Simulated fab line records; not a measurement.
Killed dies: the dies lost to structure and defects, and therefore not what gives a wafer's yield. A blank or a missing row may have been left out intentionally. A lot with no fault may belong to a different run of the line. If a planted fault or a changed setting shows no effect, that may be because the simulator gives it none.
Which tool did it? / flow sky130 / 6 lots with 18 wafers sampled at 3 steps, on a route of 708 steps

WHAT THE GAUGES SHOWED, per wafer
SKY_SONOS_ONO_THK_MEAS_01.
lot=L826; measured=day 12 05:50; on=film-metro-04; SONOS_ONO_OXIDATION_THK (nm)=2.60 2.58 2.58
lot=L828; measured=day 13 01:21; on=film-metro-02; SONOS_ONO_OXIDATION_THK (nm)=2.62 2.67 2.63
lot=L836; measured=day 15 18:31; on=film-metro-04; SONOS_ONO_OXIDATION_THK (nm)=2.55 2.53 2.51
lot=L839; measured=day 16 15:37; on=film-metro-01; SONOS_ONO_OXIDATION_THK (nm)=2.54 2.57 2.64
lot=L841; measured=day 17 03:40; on=film-metro-02; SONOS_ONO_OXIDATION_THK (nm)=2.89 2.93 2.90
lot=L846; measured=day 18 19:59; on=film-metro-04; SONOS_ONO_OXIDATION_THK (nm)=2.62 2.57 2.61

EACH LOT AND THE TOOL THAT RAN IT (in order: tool; ch and the chambers of the sampled wafers; start)
lot=L826; SKY_VT_ADJUST_PCH_STRIP_09=plasma-asher-03 ch 0,1, day 11 02:37; SKY_SONOS_ONO_OXIDATION_00=furnace-02 ch 0, day 12 04:29
lot=L828; SKY_VT_ADJUST_PCH_STRIP_09=plasma-asher-01 ch 0,1, day 11 21:39; SKY_SONOS_ONO_OXIDATION_00=furnace-02 ch 0, day 12 23:58
lot=L836; SKY_VT_ADJUST_PCH_STRIP_09=plasma-asher-02 ch 0,1, day 14 11:55; SKY_SONOS_ONO_OXIDATION_00=furnace-01 ch 0, day 15 17:10
lot=L839; SKY_VT_ADJUST_PCH_STRIP_09=plasma-asher-03 ch 1, day 15 08:16; SKY_SONOS_ONO_OXIDATION_00=furnace-01 ch 0, day 16 14:17
lot=L841; SKY_VT_ADJUST_PCH_STRIP_09=plasma-asher-03 ch 0,1, day 15 21:00; SKY_SONOS_ONO_OXIDATION_00=furnace-02 ch 0, day 17 02:18
lot=L846; SKY_VT_ADJUST_PCH_STRIP_09=plasma-asher-03 ch 0,1, day 17 11:37; SKY_SONOS_ONO_OXIDATION_00=furnace-01 ch 0, day 18 18:38
- SKY_VT_ADJUST_PCH_STRIP_09: strips in O2/N2.
- SKY_SONOS_ONO_OXIDATION_00: stabilise 600 s, purge 300 s, target thk 2.6 nm.

THE ANSWER, worked out from the rows above alone
Rule: the usual values come from the lots themselves. The widest of any qualifying gaps counts: lots, ordered by their means at a reading, are off when they make up no more than a third of the lots, leave a main group of 4 or more, and stand apart from it by 3 or more times the standard deviation of that group's means. A main group is skipped when, at the precision printed for the reading in the tables above, its means are all equal. Also off: a lot with no number at a reading for which 4 or more lots have one. Any other lot the step has rows for is counted as sound.
Off: at SKY_SONOS_ONO_THK_MEAS_01 (SONOS_ONO_OXIDATION_THK), L841. Mean 2.59 nm and standard deviation 0.035 in the main group.
A tool fits if, at a process step before that reading, it ran every lot that is off, and no sound lot after the first of them. Gauges at SKY_SONOS_ONO_THK_MEAS_01: tried the same way as those tools. Can't be told from this: 2 tools fit, furnace-02 at SKY_SONOS_ONO_OXIDATION_00, film-metro-02 at SKY_SONOS_ONO_THK_MEAS_01.

WHAT HAD BEEN PUT IN BY THE SIMULATOR
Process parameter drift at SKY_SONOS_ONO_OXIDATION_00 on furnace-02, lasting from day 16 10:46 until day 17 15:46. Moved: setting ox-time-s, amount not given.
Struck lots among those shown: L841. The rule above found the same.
